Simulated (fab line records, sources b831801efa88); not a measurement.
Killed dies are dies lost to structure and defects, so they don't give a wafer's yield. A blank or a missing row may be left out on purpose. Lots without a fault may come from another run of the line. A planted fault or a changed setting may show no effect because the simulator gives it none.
Which tool did it? | flow sky130 | 13 lots, 39 wafers sampled, at 3 steps of a route of 708

WHAT THE GAUGES READ, wafer by wafer
SKY_FIELD_ISO_THK_MEAS_02. Usual: FIELD_ISO_OXIDATION_00_THK 12.01 nm, standard deviation 0.22.
lot  | measured    | on            | FIELD_ISO_OXIDATION_00_THK (nm) | flag
L440 | day 1 23:29 | film_metro-04 | 12.03 12.16 12.17               |
L441 | day 2 03:55 | film_metro-02 | 12.11 12.30 12.18               |
L442 | day 2 09:27 | film_metro-02 | 11.97 12.11 11.93               |
L444 | day 2 19:13 | film_metro-02 | 12.14 12.32 12.21               |
L445 | day 3 01:07 | film_metro-03 | 11.72 11.75 11.83               |
L446 | day 3 04:50 | film_metro-04 | 11.91 12.06 12.11               |
L449 | day 3 18:39 | film_metro-04 | 12.15 12.21 12.19               |
L450 | day 3 23:38 | film_metro-02 | 12.18 12.05 12.18               |
L451 | day 4 05:46 | film_metro-03 | 12.19 12.11 12.00               |
L452 | day 4 10:02 | film_metro-03 | 11.62 11.51 11.77               |
L454 | day 4 19:38 | film_metro-02 | 12.21 12.15 12.28               |
L455 | day 5 00:39 | film_metro-03 | 12.23 11.94 12.09               |
L461 | day 6 09:08 | film_metro-03 | 12.33 12.44 12.33               |

SKY_LI_CONTACT_THK_MEAS_01. Usual: LI_CONTACT_HDPCVD_THK 929 nm, standard deviation 11.
lot  | measured     | on            | LI_CONTACT_HDPCVD_THK (nm) | flag
L440 | day 29 03:21 | film_metro-01 | 935 931 930                |
L441 | day 29 09:16 | film_metro-01 | 935 927 913                |
L442 | day 29 13:57 | film_metro-03 | 939 939 940                |
L444 | day 30 05:01 | film_metro-03 | 929 918 920                |
L445 | day 30 15:44 | film_metro-03 | 941 935 950                |
L446 | day 31 05:15 | film_metro-04 | 916 912 941                |
L449 | day 31 20:47 | film_metro-03 | 916 908 916                |
L450 | day 32 06:27 | film_metro-01 | 931 928 942                |
L451 | day 32 12:42 | film_metro-04 | 921 930 922                |
L452 | day 33 02:04 | film_metro-03 | 929 925 926                |
L454 | day 33 23:12 | film_metro-04 | 930 933 932                |
L455 | day 33 19:28 | film_metro-03 | 947 937 947                |
L461 | day 35 13:04 | film_metro-03 | 944 930 923                |

WHICH TOOL RAN EACH LOT (tool, then ch and the chambers of the sampled wafers, then the start)
lot  | SKY_VT_ADJUST_LVTN_IMPLANT_08
L440 | implanter-03 ch 0, day 7 18:14
L441 | implanter-03 ch 0, day 7 21:21
L442 | implanter-02 ch 0, day 8 00:34
L444 | implanter-03 ch 0, day 8 14:06
L445 | implanter-03 ch 0, day 8 20:45
L446 | implanter-01 ch 0, day 9 03:59
L449 | implanter-03 ch 0, day 9 19:42
L450 | implanter-03 ch 0, day 10 02:24
L451 | implanter-02 ch 0, day 10 12:04
L452 | implanter-02 ch 0, day 10 21:13
L454 | implanter-03 ch 0, day 11 16:39
L455 | implanter-02 ch 0, day 11 15:24
L461 | implanter-01 ch 0, day 13 03:43
- SKY_VT_ADJUST_LVTN_IMPLANT_08

WHAT THE TOOLS THEMSELVES READ (means of the sampled wafers that have a number; where no wafer has one, the mark that the record gives instead)
SKY_VT_ADJUST_LVTN_IMPLANT_08. Usual: beam_energy_keV 30.000, standard deviation 0.011; beam_on_s 9.98 s, standard deviation 0.21.
lot  | tool         | beam_energy_keV | beam_on_s (s) | flag
L440 | implanter-03 | 30.004          | 10.05         |
L441 | implanter-03 | 29.995          | 10.16         |
L442 | implanter-02 | 29.994          | 9.78          |
L444 | implanter-03 | 30.002          | 10.10         |
L445 | implanter-03 | 30.010          | 10.06         |
L446 | implanter-01 | 30.011          | 9.99          |
L449 | implanter-03 | 29.984          | 9.98          |
L450 | implanter-03 | 31.411          | 9.90          | OFF
L451 | implanter-02 | 30.003          | 10.04         |
L452 | implanter-02 | 29.990          | 9.93          |
L454 | implanter-03 | 31.401          | 10.09         | OFF
L455 | implanter-02 | 30.000          | 9.94          |
L461 | implanter-01 | 30.003          | 10.03         |

THE ANSWER, worked out from the rows above alone
Rule: a lot is off if the mean of its wafers that have a number lies more than 3 standard deviations from the usual mean. A lot without any number at a reading at which 4 lots or more have one is off too. The other lots that the step has rows for count as sound. The gauges are gone through in route order, then the tools' own readings, and for those a lot's mean is taken as printed above. The first step at which some lot is off is used, and at that step the reading that is off furthest; a lot without a number counts as furthest.
Off: L450, L454, at SKY_VT_ADJUST_LVTN_IMPLANT_08 (beam_energy_keV).
A tool fits if, at that step or a process step before it, it ran every lot that is off, and no sound lot after the first of them. One fits: implanter-03 at SKY_VT_ADJUST_LVTN_IMPLANT_08. Its last sound lot is L449 (day 9 19:42), its first lot that is off L450 (day 10 02:24): a fault that began between those two fits.
The tool's own readings at SKY_VT_ADJUST_LVTN_IMPLANT_08 bear it out: on the lots that are off they differ by more than 5 times the standard deviation of the sound lots' means. beam_energy_keV reads 31.406 there against 30.000 on the sound lots.

WHAT THE SIMULATOR HAD PUT IN
Process parameter drift: implanter-03, from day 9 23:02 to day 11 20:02, at SKY_VT_ADJUST_LVTN_IMPLANT_08. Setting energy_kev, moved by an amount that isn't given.
Lots struck among those shown: L450, L454. The rule above found the same.
